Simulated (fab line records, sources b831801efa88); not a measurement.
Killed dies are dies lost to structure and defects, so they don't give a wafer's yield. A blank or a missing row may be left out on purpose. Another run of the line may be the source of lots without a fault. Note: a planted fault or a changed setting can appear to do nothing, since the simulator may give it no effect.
Which of the tools did it? :: flow sky130 :: 6 lots, 18 wafers sampled, at 2 steps of a route of 708

== WHAT THE GAUGES SHOWED, per wafer ==
SKY_VIA3_RS_MEAS_22: measurement is done with a four-point probe.
lot: L338
measured: day 39 17:31
on: film_metro-01
VIA3_W_RS (ohm/sq): 0.288 0.289 0.290

lot: L341
measured: day 40 19:01
on: film_metro-01
VIA3_W_RS (ohm/sq): 0.287 0.286 0.290

lot: L345
measured: day 42 22:37
on: film_metro-04
VIA3_W_RS (ohm/sq): 0.294 0.297 0.298

lot: L347
measured: day 42 23:12
on: film_metro-03
VIA3_W_RS (ohm/sq): 0.302 0.298 0.295

lot: L352
measured: day 44 04:57
on: film_metro-01
VIA3_W_RS (ohm/sq): 0.295 0.296 0.297

lot: L357
measured: day 45 00:59
on: film_metro-03
VIA3_W_RS (ohm/sq): 0.295 0.285 0.294

== EACH LOT AND THE TOOL THAT RAN IT (in order: tool; ch and the chambers of the sampled wafers; start) ==
lot: L338
SKY_CONTACT_STRIP_19: plasma_asher-02 ch 0,1, day 31 15:01

lot: L341
SKY_CONTACT_STRIP_19: plasma_asher-03 ch 1, day 32 19:29

lot: L345
SKY_CONTACT_STRIP_19: plasma_asher-02 ch 0,1, day 35 03:24

lot: L347
SKY_CONTACT_STRIP_19: plasma_asher-04 ch 0,1, day 35 05:43

lot: L352
SKY_CONTACT_STRIP_19: plasma_asher-02 ch 0,1, day 36 15:27

lot: L357
SKY_CONTACT_STRIP_19: plasma_asher-02 ch 0,1, day 37 13:28
- SKY_CONTACT_STRIP_19: strips in O2/N2.

== THE ANSWER, worked out from the rows above alone ==
Rule: the lots themselves supply what counts as usual. The widest of any qualifying gaps counts: lots, ordered by their means at a reading, are off when they make up no more than a third of the lots, leave a main group of 4 or more, and stand apart from it by 3 or more times the standard deviation of that group's means. The tables above print the reading to a certain number of digits; a main group whose means all agree to those digits is not used. Also off: a lot with no number at a reading for which 4 or more lots have one. The other lots that the step has rows for count as sound.
Nothing can be told from this: no lot is off at any reading shown.

== WHAT THE SIMULATOR PUT IN ==
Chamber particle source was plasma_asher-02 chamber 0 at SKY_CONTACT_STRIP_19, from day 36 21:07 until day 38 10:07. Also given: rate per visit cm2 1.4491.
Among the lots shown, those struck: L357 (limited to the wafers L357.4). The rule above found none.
